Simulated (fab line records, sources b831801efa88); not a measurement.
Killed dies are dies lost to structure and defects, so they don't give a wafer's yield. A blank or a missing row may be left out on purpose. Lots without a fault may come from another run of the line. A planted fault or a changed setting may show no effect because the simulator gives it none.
One fault seen from 2 desks | flow gf180mcu | each desk has only its own numbers; what lay behind them comes last

THE METROLOGY DESK
What the gauges read, lot by lot, whatever tool the lot ran on: means of the sampled wafers that have a number. A lot is out of limits, marked OUT, if its mean lies more than 4 standard deviations from the usual mean; the brackets give that distance.
Columns: A = NWELL_OVL at GF_NWELL_OVL_MEAS_07, usual -0.6 nm; B = MVPSD_OVL at GF_MVPSD_OVL_MEAS_07, usual -0.5 nm; C = MVPSD_TW at GF_MVPSD_TW_MEAS_11, usual 554; D = VT_IMPLANT_02_OVL at GF_VT_IMPLANT_OVL_MEAS_29, usual 0.4 nm; E = POLY_GATE_OVL at GF_POLY_GATE_OVL_MEAS_11, usual -2 nm
lot  | first seen here | A    | B    | C            | D    | E
L249 | day 3 09:52     | -3.8 | -0.4 | 548          | -0.9 | -6
L250 | day 3 12:46     | -1.3 | -2.2 | 556          | -0.3 | 1
L251 | day 3 17:55     | 2.5  | 0.4  | 556          | 0.0  | -4
L252 | day 3 23:43     | 2.2  | -1.9 | 558          | 2.4  | -4
L254 | day 4 10:22     | 0.2  | 0.0  | 553          | -0.3 | -3
L257 | day 5 04:11     | -0.8 | -2.1 | 557          | 0.2  | -10
L258 | day 5 07:19     | 1.7  | 0.5  | 548          | -0.9 | 4
L259 | day 5 13:16     | -0.8 | -1.2 | 557          | 1.4  | -2
L260 | day 5 20:25     | -1.8 | -2.7 | 557          | 1.6  | -2
L265 | day 6 23:07     | 0.8  | -    | 30 (-97) OUT | -0.3 | 3
L267 | day 7 10:31     | -2.0 | -    | 30 (-97) OUT | 1.0  | 4
L268 | day 7 15:53     | -1.5 | -0.3 | 556          | 2.5  | -3
L269 | day 7 20:53     | -2.5 | -0.8 | 559          | -0.5 | -5
L270 | day 8 00:46     | -1.8 | -0.2 | 560          | 0.7  | -5
This desk's finding: out of limits on L265, L267; first on L265, day 9 00:39 (MVPSD_TW at GF_MVPSD_TW_MEAS_11). In limits: L249, L250, L251, L252, L254, L257, L258, L259, L260, L268, L269, L270.

THE TOOL OWNER'S DESK: litho_track-04
The tool's own readings at GF_MVPSD_DEVELOP_06 (develop time 60 s): means of the sampled wafers that have a number, for each lot that ran on this tool. A lot is out of limits, marked OUT, if its mean lies more than 4 standard deviations from the usual mean; the brackets give that distance.
Columns: A = developer_temp_C at GF_MVPSD_DEVELOP_06, usual 22.99 C
lot  | first seen here | A
L250 | day 5 05:00     | 22.95
L257 | day 7 00:00     | 22.97
L258 | day 7 04:00     | 22.92
L265 | day 9 00:00     | 22.95
L267 | day 9 12:00     | 22.96
This desk's finding: nothing out of limits on any of the 5 lots.

PUT TOGETHER
The metrology desk could have raised an alarm at day 9 00:39, on L265, L267.
The tool owner's desk saw nothing out of limits.
The tool owner's desk has L265, L267 on record, within its limits.
Of the lots named, all ran GF_MVPSD_DEVELOP_06 on litho_track-04.

WHAT THE SIMULATOR HAD PUT IN
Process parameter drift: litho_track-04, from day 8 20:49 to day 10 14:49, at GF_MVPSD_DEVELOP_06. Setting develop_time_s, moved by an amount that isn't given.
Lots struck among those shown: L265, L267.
Hours from the fault's start to each desk's first reading out of limits: the metrology desk, 4.
